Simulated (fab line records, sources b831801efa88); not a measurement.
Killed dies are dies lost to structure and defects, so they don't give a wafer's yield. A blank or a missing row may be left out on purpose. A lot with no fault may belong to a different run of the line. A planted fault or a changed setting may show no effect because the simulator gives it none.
Struck lot and sound lot, side by side || flow sky130 || 16 out of 708 route steps
Sound: these wafers, L508.3, L508.4, L508.6. Struck: wafers L498.2, L498.5. (L498.3 of the same lot was not struck and is left out.) The cause comes at the end.
Each step with rows lists, per side, the tool, then ch with its chambers, then its first start. Under that, the readings that differ: sound wafers || struck wafers || difference of the means || sigmas: that difference in standard deviations of wafers without a fault.
alike: same words and numbers on both sides, and readings whose means sit less than 2 such deviations apart. not compared: any withheld reading, any reading some wafer has no value for, any bound like >300 that may hide the same value, and any number with overlapping values for which the record gives no deviation.
A row with sigmas, a row that says differs or no value, or rows on one side alone: a step with any of these is where the two part. Numbers that have no deviation but don't overlap get no sigmas and don't part them. A reading that every wafer of one side lacks parts them only if that side has two wafers or more.

first, 3 steps without rows for these wafers: SKY_METAL1_EXPOSE_12 (exposes mask MM1, target cd 140 nm); SKY_METAL1_PEB_13; SKY_METAL1_DEVELOP_14 (develop time 60 s).
SKY_METAL1_CD_MEAS_15 targets a cd of 140 nm.
  sound on cd_sem-02 at day 39 09:29; struck on cd_sem-02 at day 36 13:34
{"reading": "cd_nm (nm)", "sound": "142.7 142.7 143.5", "struck": "138.2 139.3", "difference": -4.2, "sigmas": -3}
SKY_METAL1_OVL_MEAS_16:
  sound on overlay-01 at day 39 09:34; struck on overlay-02 at day 36 13:40
{"reading": "METAL1_OVL (nm)", "sound": "-3 -6 -5", "struck": "6 9", "difference": "+12", "sigmas": "+2"}
SKY_METAL1_DESCUM_17: chemistry O2, time 8 s.
  sound on rie_metal-03 ch 0,1, day 39 09:37; struck on rie_metal-03 ch 1, day 36 13:42
  alike: drypump_motor_current_A, oes_product_au, temp_c
  not compared: rf_hours_counter_h
SKY_METAL1_ETCH_18: etches BARC in N2/H2, stops on SiO2, time 45.9 s, target depth 60 nm.
  sound on rie_metal-03 ch 0,1, day 39 09:39; struck on rie_metal-03 ch 1, day 36 13:44
  alike: drypump_motor_current_A, h2_flow_sccm, oes_product_au, throttle_valve_pct
  not compared: rf_hours_counter_h
SKY_METAL1_METAL_ETCH_19: etches the open film in Cl2/BCl3, stops on SiO2, target depth 360 nm, time 78 s.
  sound on rie_metal-03 ch 0,1, day 39 09:43; struck on rie_metal-03 ch 1, day 36 13:47
  alike: drypump_motor_current_A, oes_product_au, throttle_valve_pct
  not compared: rf_hours_counter_h
SKY_METAL1_STRIP_20: strips in O2/N2.
  sound on plasma_asher-04 ch 0,1, day 39 09:49; struck on plasma_asher-01 ch 0,1, day 36 13:53
  alike: drypump_motor_current_A, oes_product_au, strip_time_to_endpoint_s
  not compared: rf_hours_counter_h
then, 3 steps without rows for these wafers: SKY_METAL1_STRIP_21 (strips in post etch residue remover, time 1200 s); SKY_METAL1_CLEAN_22 (cleans in IPA, time 180 s); SKY_METAL1_CLEAN_23 (cleans in O3/DIW).
SKY_VIA1_HDPCVD_00: deposits SiO2, target thk 1030 nm, time 171.7 s.
  sound on hdpcvd-02 ch 1,2, day 39 10:24; struck on hdpcvd-02 ch 1,2, day 36 14:28
{"reading": "run_length_s (s)", "sound": "200.0 198.7 199.8", "struck": "182.7 181.5", "difference": -17.4, "sigmas": -38}
{"reading": "model.SiO2_of_VIA1_HDPCVD_00.thk_nm (nm)", "sound": "1031 1027 1039", "struck": "948.6 950.4", "difference": -82.8, "sigmas": ""}
  alike: sih4_flow_sccm
SKY_VIA1_THK_MEAS_01:
  sound on film_metro-03 at day 39 10:32; struck on film_metro-03 at day 36 14:35
{"reading": "VIA1_HDPCVD_THK (nm)", "sound": "1031 1026 1039", "struck": "949 950", "difference": -82, "sigmas": -8}
SKY_VIA1_CMP_02: polishes SiO2.
  sound on cmp-01 ch 0,1,3, day 39 10:35; struck on cmp-02 ch 1,3, day 36 14:41
  alike: motor_current_A
after that, 1 step had no rows for these wafers: SKY_PAD_OPEN_PROBE_99.

== WHERE THEY PART ==
First at SKY_METAL1_CD_MEAS_15; last, within this record, at SKY_VIA1_THK_MEAS_01. Later steps at which nothing parts them and some readings are alike: SKY_VIA1_CMP_02.

WHY: what the simulator had put in
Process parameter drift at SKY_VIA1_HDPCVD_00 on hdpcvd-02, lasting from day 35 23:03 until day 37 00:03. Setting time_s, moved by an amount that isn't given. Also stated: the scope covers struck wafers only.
